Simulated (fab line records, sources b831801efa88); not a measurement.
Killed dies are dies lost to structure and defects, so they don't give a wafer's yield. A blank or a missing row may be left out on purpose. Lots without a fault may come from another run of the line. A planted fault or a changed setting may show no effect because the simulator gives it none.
Which tool did it? | flow sfq_line | 13 lots, 39 wafers sampled, at 1 step of a route of 325

WHAT THE GAUGES READ, wafer by wafer
The record holds no reading of a measuring or inspecting step that can be judged against a usual standard deviation.

WHICH TOOL RAN EACH LOT (tool, then ch and the chambers of the sampled wafers, then the start)
lot  | SFQ_TRILAYER_I0_CMP_CMP_028
L282 | cmp-01 ch 1,2, day 12 08:43
L283 | cmp-01 ch 1,3, day 12 20:48
L286 | cmp-01 ch 0,2,3, day 13 23:34
L288 | cmp-01 ch 0,2,3, day 14 13:34
L289 | cmp-02 ch 1,2,3, day 14 22:22
L291 | cmp-02 ch 0,3, day 15 05:08
L296 | cmp-02 ch 0,1,2, day 17 05:22
L298 | cmp-02 ch 0,2,3, day 18 13:25
L299 | cmp-01 ch 0,2,3, day 18 20:58
L300 | cmp-01 ch 1,2,3, day 19 04:53
L301 | cmp-01 ch 1,2,3, day 19 22:34
L302 | cmp-02 ch 0,2, day 20 00:58
L303 | cmp-02 ch 0,1,3, day 20 07:40
- SFQ_TRILAYER_I0_CMP_CMP_028: polishes SiO2.

WHAT THE TOOLS THEMSELVES READ (means of the sampled wafers that have a number; where no wafer has one, the mark that the record gives instead)
SFQ_TRILAYER_I0_CMP_CMP_028. Usual: head_pressure_psi 3.000 psi, standard deviation 0.0068; motor_current_A 10.2 A, standard deviation 1.1; platen_rpm 60.00 rpm, standard deviation 0.042; time_to_endpoint_s 214 s, standard deviation 7.3.
lot  | tool   | head_pressure_psi (psi) | motor_current_A (A) | platen_rpm (rpm) | time_to_endpoint_s (s) | flag
L282 | cmp-01 | 2.996                   | 11.6                | 59.99            | 216                    |
L283 | cmp-01 | 3.004                   | 11.4                | 59.98            | 214                    |
L286 | cmp-01 | 3.005                   | 10.5                | 60.03            | 221                    |
L288 | cmp-01 | 2.998                   | 10.5                | 62.00            | 207                    | OFF
L289 | cmp-02 | 3.002                   | 9.2                 | 59.99            | 218                    |
L291 | cmp-02 | 2.997                   | 9.4                 | 60.00            | 214                    |
L296 | cmp-02 | 2.995                   | 10.1                | 60.02            | 212                    |
L298 | cmp-02 | 3.005                   | 9.9                 | 60.05            | 211                    |
L299 | cmp-01 | 3.008                   | 10.6                | 60.01            | 220                    |
L300 | cmp-01 | 2.999                   | 11.6                | 59.98            | 214                    |
L301 | cmp-01 | 3.002                   | 11.1                | 60.01            | 225                    |
L302 | cmp-02 | 2.993                   | 10.1                | 59.99            | 212                    |
L303 | cmp-02 | 2.998                   | 9.5                 | 59.96            | 206                    |

THE ANSWER, worked out from the rows above alone
Rule: a lot is off if the mean of its wafers that have a number lies more than 3 standard deviations from the usual mean. A lot without any number at a reading at which 4 lots or more have one is off too. The other lots that the step has rows for count as sound. The gauges are gone through in route order, then the tools' own readings, and for those a lot's mean is taken as printed above. The first step at which some lot is off is used, and at that step the reading that is off furthest; a lot without a number counts as furthest.
Off: L288, at SFQ_TRILAYER_I0_CMP_CMP_028 (platen_rpm).
A tool fits if, at that step or a process step before it, it ran every lot that is off, and no sound lot after the first of them. None of those tried fits.

WHAT THE SIMULATOR HAD PUT IN
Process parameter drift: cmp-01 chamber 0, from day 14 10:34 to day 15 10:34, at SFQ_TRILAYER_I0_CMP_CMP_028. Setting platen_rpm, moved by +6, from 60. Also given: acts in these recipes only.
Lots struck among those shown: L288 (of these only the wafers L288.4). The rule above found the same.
